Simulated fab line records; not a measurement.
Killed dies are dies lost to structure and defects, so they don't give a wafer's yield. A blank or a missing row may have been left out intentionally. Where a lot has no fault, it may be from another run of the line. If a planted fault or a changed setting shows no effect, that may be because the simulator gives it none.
fab line records | flow sfq-line
record: lots: 13 wafers: 39 last-day: 92
route steps=325 shown M0@29
lots untouched by any fault: they come from a run of this same line in which no faults occurred
start-h: start of the lot's first displayed wafer, in hours after the record's first day | wait-h: hours from the lot's prior step to this one | " unchanged from the row above | L1.1+2: several wafers, shown together as one row | - no value, or no start was given | * or withheld: withheld | < > ~ a bound
route shown NAME@n: names a module that has steps shown in the file, with the first one's number in the route | usual: mean and standard deviation over wafers with no fault | same: alike in all rows | chamber/n: place in a boat | sites: the reading at each site | _std_site: standard deviation across them | _edge_site: mean of outer sites minus mean of inner sites | radius-mm: how far each site lies from the wafer's centre | mask NAME#n: copy n | behind: the tool/chamber that last shaped the wafer | hold: cause of the lot's hold/its duration in hours/its outcome | device: which transistor (n, p or np) failed to switch | end of line: the same wafers' tests at the end of the route | a step given without rows: its recipe and nothing more | killed: dies that structure and defects cost at the first sort, which is not the same as the wafer's yield | map: per-die view of a wafer (x killed, . not killed, _ where there is no die)
set.NAME: the setting that was run; set.NAME@STEP: the one run at that earlier step | model.NAME: the simulator's own value behind a step, which no gauge read
one table for each step of the route and one row for each wafer, over a sample of lots
services: from which hour (start-h, from the record's first day; less than 0 if before it) a tool's chamber was out of use, for how many hours, and why
== steps ==
step: SFQ_TRILAYER_M0_DEP_SPUTTER_019
recipe: material: Nb base-pressure-pa: 1.33e-06 chamber-pressure-pa: 0.1333 substrate-temp-c: 20 resputter-cathode-voltage-v: 400 target-thk-nm: 200 power-w: 2000 time-s: 133.3
usual: cathode-dc-power-W: 2000.0/0.35 throttle-valve-pct: 29.7/0.76
columns lot.wafer tool chamber start-h wait-h cathode-dc-power-W throttle-valve-pct
L821.1 pvd-sputter-06 - 161.39 0.0 2000.2 29.6
L821.3 " - " " 1999.6 29.4
L821.6 " - " " 2000.0 29.8
L822.2 pvd-sputter-05 - 163.26 0.0 1999.8 29.2
L822.3 " - " " 2000.1 28.5
L822.4 " - " " 2000.2 29.6
L824.3 pvd-sputter-04 - 177.46 0.0 2000.7 29.2
L824.4 " - " " 1999.6 31.1
L824.6 " - " " 2000.3 30.4
L825.1 pvd-sputter-06 - 191.41 0.0 2000.4 30.0
L825.2 " - " " 1999.9 29.4
L825.5 " - " " 2000.5 28.4
L826.1 pvd-sputter-05 - 200.23 0.0 1999.7 28.7
L826.2 " - " " 1999.9 30.2
L826.6 " - " " 2000.2 29.5
L829.1 pvd-sputter-04 - 212.41 0.0 2000.4 30.5
L829.3 " - " " 2000.3 30.3
L829.4 " - " " 1999.7 31.2
L834.3 pvd-sputter-04 - 238.73 0.0 1999.3 29.4
L834.4 " - " " 2000.1 30.2
L834.6 " - " " 2000.0 31.0
L836.3 pvd-sputter-06 - 257.93 0.0 1999.9 28.6
L836.5 " - " " 2000.1 28.4
L836.6 " - " " 1999.5 29.5
L837.3 pvd-sputter-06 - 266.33 0.0 2000.1 29.9
L837.4 " - " " 2000.5 29.7
L837.5 " - " " 1999.8 29.9
L839.1 pvd-sputter-05 - 279.33 0.0 2000.1 29.5
L839.3 " - " " 2000.1 28.5
L839.5 " - " " 2000.2 28.8
L840.1 pvd-sputter-05 - 284.01 0.0 2000.0 28.6
L840.4 " - " " 1999.5 30.3
L840.5 " - " " 2000.2 28.7
L842.2 pvd-sputter-05 - 300.81 0.0 1999.7 29.7
L842.3 " - " " 2000.6 30.1
L842.4 " - " " 1999.9 28.6
L844.2 pvd-sputter-05 - 315.21 0.0 2000.5 30.4
L844.5 " - " " 1999.7 28.4
L844.6 " - " " 2000.0 29.7
step: SFQ_M0_RS_MEAS_904
recipe: thk-meas-gauge: four-point-probe reads: Nb_of_TRILAYER_M0_DEP_SPUTTER_019
usual: M0_NB_RS: 0.892/0.01
columns lot.wafer tool chamber start-h wait-h hold M0_NB_RS[ohm/sq]
L821.1 film-metro-01 - 161.48 0.0 - 0.911
L821.3 " - " " - 0.907
L821.6 " - " " - 0.911
L822.2 film-metro-01 - 163.37 0.1 - 0.891
L822.3 " - " " - 0.879
L822.4 " - " " - 0.886
L824.3 film-metro-02 - 177.59 0.1 - 0.888
L824.4 " - " " - 0.883
L824.6 " - " " - 0.888
L825.1 film-metro-03 - 191.50 0.0 - 0.900
L825.2 " - " " - 0.900
L825.5 " - " " - 0.914
L826.1 film-metro-02 - 200.32 0.0 - 0.895
L826.2 " - " " - 0.904
L826.6 " - " " - 0.896
L829.1 film-metro-01 - 212.50 0.0 - 0.910
L829.3 " - " " - 0.898
L829.4 " - " " - 0.892
L834.3 film-metro-02 - 238.86 0.1 await-dispo/0.2h/release 0.892
L834.4 " - " " await-dispo/0.2h/release 0.892
L834.6 " - " " await-dispo/0.2h/release 1.115
L834.3 film-metro-02 - 239.15 0.3 - 0.894
L834.4 " - " " - 0.890
L834.6 " - " " - 1.115
L836.3 film-metro-03 - 258.06 0.1 - 0.891
L836.5 " - " " - 0.892
L836.6 " - " " - 0.883
L837.3 film-metro-02 - 266.46 0.1 - 0.899
L837.4 " - " " - 0.889
L837.5 " - " " - 0.898
L839.1 film-metro-02 - 279.42 0.0 - 0.885
L839.3 " - " " - 0.877
L839.5 " - " " - 0.875
L840.1 film-metro-02 - 284.10 0.0 - 0.889
L840.4 " - " " - 0.895
L840.5 " - " " - 0.887
L842.2 film-metro-02 - 300.92 0.1 - 0.901
L842.3 " - " " - 0.900
L842.4 " - " " - 0.890
L844.2 film-metro-02 - 315.32 0.1 - 0.877
L844.5 " - " " - 0.871
L844.6 " - " " - 0.883
step: SFQ_TRILAYER_M0_ETCH_METAL_ETCH_024
recipe: target: Nb stop-on: SiO2 mask-material: PR chemistry: Cl2/Ar target-depth-nm: 240 icp-w: 600 bias-w: 80 pressure-mtorr: 10 time-s: 120
usual: drypump-motor-current-A: 6.09/0.29 oes-product-au: 0.893/0.0067
columns lot.wafer tool chamber start-h wait-h drypump-motor-current-A oes-product-au rf-hours-counter-h
L821.1 rie-metal-02 0 252.31 0.0 6.26 0.883 70
L821.3 " 0 " " 6.23 0.887 -
L821.6 " 0 " " 6.27 0.878 -
L822.2 rie-metal-01 1 254.71 0.0 6.08 0.895 118
L822.3 " 1 " " 6.09 0.899 -
L822.4 " 0 " " 5.99 0.894 -
L824.3 rie-metal-02 0 269.27 0.1 6.24 0.891 -
L824.4 " 1 " " 5.87 0.903 -
L824.6 " 0 " " 6.21 0.885 -
L825.1 rie-metal-02 0 285.58 0.0 6.21 0.887 75
L825.2 " 1 " " 5.88 0.898 19
L825.5 " 1 " " 5.88 0.885 -
L826.1 rie-metal-02 0 297.58 0.0 6.25 0.896 78
L826.2 " 1 " " 5.88 0.890 21
L826.6 " 0 " " 6.24 0.895 -
L829.1 rie-metal-03 0 315.58 0.0 6.60 0.880 50
L829.3 " 0 " " 6.51 0.887 -
L829.4 " 1 " " 5.75 0.895 -
L834.3 rie-metal-02 0 358.93 0.1 6.23 0.900 -
L834.4 " 1 " " 5.87 0.890 -
L834.6 " 0 " " 6.24 0.793 -
L836.3 rie-metal-02 0 381.39 0.1 6.27 0.884 -
L836.5 " 0 " " 6.25 0.900 -
L836.6 " 1 " " 5.88 0.899 -
L837.3 rie-metal-02 1 390.99 0.1 5.90 0.893 -
L837.4 " 0 " " 6.23 0.900 -
L837.5 " 1 " " 5.90 0.898 -
L839.1 rie-metal-02 0 404.28 0.0 6.29 0.904 95
L839.3 " 0 " " 6.28 0.908 -
L839.5 " 1 " " 5.90 0.902 -
L840.1 rie-metal-03 0 409.20 0.0 6.59 0.892 65
L840.4 " 1 " " 5.71 0.889 -
L840.5 " 1 " " 5.71 0.895 -
L842.2 rie-metal-01 1 432.00 0.0 6.12 0.890 146
L842.3 " 1 " " 6.11 0.889 -
L842.4 " 0 " " 5.98 0.888 -
L844.2 rie-metal-02 1 446.33 0.0 5.92 0.902 43
L844.5 " 1 " " 5.91 0.913 -
L844.6 " 0 " " 6.29 0.895 -
== services ==
columns tool chamber start-h hours kind
rie-metal-02 1 151.65 - clean
rie-metal-02 1 151.65 - consumable-replace:focus-ring
rie-metal-02 1 151.65 11.9 scheduled-down
rie-metal-02 1 151.65 11.9 vent-cycle
rie-metal-02 - 172.43 0.8 repair
pvd-sputter-05 1 183.99 - consumable-replace:kit
pvd-sputter-05 1 183.99 18.0 scheduled-down
pvd-sputter-05 1 183.99 18.0 vent-cycle
pvd-sputter-06 - 244.28 5.7 repair
rie-metal-02 - 253.29 14.6 pm
pvd-sputter-04 - 259.47 7.7 repair
rie-metal-01 0 271.40 - clean
rie-metal-01 0 271.40 22.5 scheduled-down
rie-metal-01 0 271.40 22.5 vent-cycle
pvd-sputter-05 - 364.57 6.3 repair
pvd-sputter-05 - 369.30 2.3 repair
rie-metal-01 1 389.06 20.2 repair
== key ==
first-sign: step: SFQ_M0_RS_MEAS_904 reading: visit direction: added
effect: step: SFQ_M0_RS_MEAS_904 reading: M0_NB_RS direction: up sigmas: 22 usual: 0.892 struck: 1.115
effect: step: SFQ_TRILAYER_M0_ETCH_METAL_ETCH_024 reading: oes-product-au direction: down sigmas: 15 usual: 0.893 struck: 0.793
met-at SFQ_TRILAYER_M0_DEP_SPUTTER_019
struck-lots L834
struck-wafers L834.6
onset-between 212.41 238.73
fault: kind: process-parameter-drift tool: pvd-sputter-04 chamber: - onset-h: 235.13 steps: SFQ_TRILAYER_M0_DEP_SPUTTER_019 channel: time-s offset: * shape: step end-h: 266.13 acts-in: * stated: * scope: struck-wafers-only
